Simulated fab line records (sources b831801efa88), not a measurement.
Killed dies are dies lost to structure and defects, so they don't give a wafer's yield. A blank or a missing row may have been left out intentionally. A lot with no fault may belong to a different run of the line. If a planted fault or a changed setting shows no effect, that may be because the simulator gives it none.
A lot that was struck, set against a sound lot / flow sky130 / 17 steps out of a route of 708
Sound: the wafers L619.1, L619.4, L619.5. Struck: wafers L622.1, L622.2, L622.3. At the end, the cause is stated.
Per side, at each step with rows, come the tool, then ch with its chambers, and then its first start. Under that, the readings that differ: sound wafers / struck wafers / difference of the means / sigmas: that difference in standard deviations of wafers without a fault.
alike: a reading whose means differ by less than 2 such deviations, as well as words and numbers matching on both sides. not compared: withheld readings; readings where some wafer has no value; bounds like >300 that might hide an equal value; numbers whose values overlap and for which the record gives no deviation.
Wherever a step has rows on one side only, a row that says differs or no value, or a row with sigmas, the two part there. Numbers that don't overlap but have no deviation are shown without sigmas and don't part them. A reading missing from all wafers of one side parts the sides only when that side holds two or more wafers.

SKY_LI_CONTACT_CMP_02: polishes PSG.
  sound on cmp-02 ch 0,1,3, day 30 10:50; struck on cmp-02 ch 0,1,3, day 31 12:11
  alike: motor_current_A, time_to_endpoint_s
SKY_LI_CONTACT_BOW_MEAS_03:
  sound on film_metro-01 at day 30 11:05; struck on film_metro-04 at day 31 12:29
  alike: LI_CONTACT_BOW
then, 8 steps without rows for these wafers: SKY_LI_CONTACT_DEHYDRATE_04 (time 60 s); SKY_LI_CONTACT_HMDS_05 (prime time 60 s); SKY_LI_CONTACT_COAT_06 (resist thk 60 nm); SKY_LI_CONTACT_COAT_07 (resist thk 450 nm); SKY_LI_CONTACT_SOFTBAKE_08 (time 90 s); SKY_LI_CONTACT_EXPOSE_09 (exposes mask LICM1, target cd 170 nm); SKY_LI_CONTACT_PEB_10; SKY_LI_CONTACT_DEVELOP_11 (develop time 60 s).
SKY_LI_CONTACT_CD_MEAS_12: the cd target is 170 nm.
  sound on cd_sem-02 at day 31 14:23; struck on cd_sem-02 at day 32 15:34
  alike: cd_nm
SKY_LI_CONTACT_OVL_MEAS_13:
  sound on overlay-01 at day 31 14:31; struck on overlay-02 at day 32 15:41
  alike: LI_CONTACT_OVL
SKY_LI_CONTACT_ETCH_14: etches BARC in N2/H2, stops on SiO2, time 45.9 s, target depth 60 nm.
  sound on rie_diel-01 ch 0,3, day 31 14:33; struck on rie_diel-03 ch 1,3, day 32 15:43
  no value came back on the struck wafers for any of 5 readings (bias_w (W), chamber_pressure_mTorr (mTorr) and others); on the sound wafers bias_w (W) reads 100.09 99.42 99.64
reading=model.KrF-thick_of_LI_CONTACT_COAT_07.thk_nm (nm); sound=390.8 391.8 390.3; struck=436.1 435 433.5; difference=+43.9; sigmas=
  not compared: rf_hours_counter_h
SKY_LI_CONTACT_ETCH_15: etches PSG in C4F8/O2/Ar, stops on Si, target depth 600 nm.
  sound on rie_diel-01 ch 0,3, day 31 14:35; struck on rie_diel-03 ch 1,3, day 32 15:47
reading=oes_product_au (a.u.); sound=0.833 0.834 0.835; struck=0.381 0.378 0.379; difference=-0.455; sigmas=-99 or more
reading=model.KrF-thick_of_LI_CONTACT_COAT_07.thk_nm (nm); sound=228.9 235.3 228.6; struck=277.3 274.2 271.4; difference=+43.4; sigmas=
  alike: bias_w, chamber_pressure_mTorr
SKY_LI_CONTACT_STRIP_16: strips in O2/N2.
  sound on plasma_asher-04 ch 0, day 31 14:41; struck on plasma_asher-04 ch 0,1, day 32 15:55
reading=oes_product_au (a.u.); sound=0.375 0.376 0.371; struck=0.397 0.390 0.388; difference=+0.018; sigmas=+4
reading=strip_time_to_endpoint_s (s); sound=3.47 3.54 3.45; struck=3.99 3.96 3.93; difference=+0.47; sigmas=+14
  alike: drypump_motor_current_A
  not compared: rf_hours_counter_h
then, 1 step without rows for these wafers: SKY_LI_CONTACT_CLEAN_17 (cleans in NMP, time 600 s).
SKY_PAD_OPEN_PROBE_99:
  rows exist in the record for the sound wafers here (prober-02, day 47 14:29), none for the struck ones

WHERE THEY PART
At SKY_LI_CONTACT_ETCH_14 first; at SKY_PAD_OPEN_PROBE_99 last (within this record only).

WHY: the cause the simulator had injected
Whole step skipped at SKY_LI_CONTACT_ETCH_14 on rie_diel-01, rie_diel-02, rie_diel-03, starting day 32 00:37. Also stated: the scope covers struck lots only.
